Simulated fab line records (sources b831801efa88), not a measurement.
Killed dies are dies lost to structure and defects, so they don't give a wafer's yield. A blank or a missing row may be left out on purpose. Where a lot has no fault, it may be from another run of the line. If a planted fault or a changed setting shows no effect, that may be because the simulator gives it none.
What tool caused it? ; flow sky130 ; Sampling: 7 lots, 20 wafers, 2 of 708 route steps

## WHAT THE GAUGES SHOWED, per wafer
SKY_POLY_GATE_CD_MEAS_13: target cd 150 nm.
lot;measured;on;cd_nm (nm)
L428;day 16 21:17;cd_sem-01;150.3 150.0 150.4
L433;day 19 08:06;cd_sem-01;148.4 120.4
L441;day 22 02:55;cd_sem-02;148.5 148.8 150.2
L443;day 23 04:25;cd_sem-02;147.4 147.7 147.5
L444;day 23 17:52;cd_sem-01;152.2 152.4 153.4
L447;day 23 21:26;cd_sem-01;148.6 149.8 149.6
L449;day 24 14:16;cd_sem-02;153.2 151.6 151.4

## WHAT TOOL EACH LOT RAN ON (gives the tool, then ch and the chambers of the sampled wafers, and finally the start)
lot;SKY_POLY_GATE_EXPOSE_10
L428;krf_scanner-02 ch 0, day 16 07:05
L433;krf_scanner-01 ch 0, day 18 17:21
L441;krf_scanner-01 ch 0, day 21 12:12
L443;krf_scanner-01 ch 0, day 22 13:08
L444;krf_scanner-01 ch 0, day 23 02:54
L447;krf_scanner-01 ch 0, day 23 06:11
L449;krf_scanner-01 ch 0, day 23 23:19
- SKY_POLY_GATE_EXPOSE_10: exposes mask P1M, target cd 150 nm.

## THE ANSWER, worked out from the rows above alone
Rule: what is usual is taken from the lots themselves. The widest of any qualifying gaps counts: lots, ordered by their means at a reading, are off when they make up no more than a third of the lots, leave a main group of 4 or more, and stand apart from it by 3 or more times the standard deviation of that group's means. Not used: any main group whose means are identical at the precision the tables above print for the reading. Also off: a lot with no number at a reading for which 4 or more lots have one. Where the step has rows for the other lots, those lots are counted as sound.
Off: L433, at SKY_POLY_GATE_CD_MEAS_13 (cd_nm). The main group: mean 150.2 nm, standard deviation 1.8.
A tool fits if, at a process step before that reading, it ran every lot that is off, and no sound lot after the first of them. Those tools and the gauges at SKY_POLY_GATE_CD_MEAS_13 are tried in the same way. Not one of the candidates tried fits.

## WHAT THE SIMULATOR HAD PUT IN
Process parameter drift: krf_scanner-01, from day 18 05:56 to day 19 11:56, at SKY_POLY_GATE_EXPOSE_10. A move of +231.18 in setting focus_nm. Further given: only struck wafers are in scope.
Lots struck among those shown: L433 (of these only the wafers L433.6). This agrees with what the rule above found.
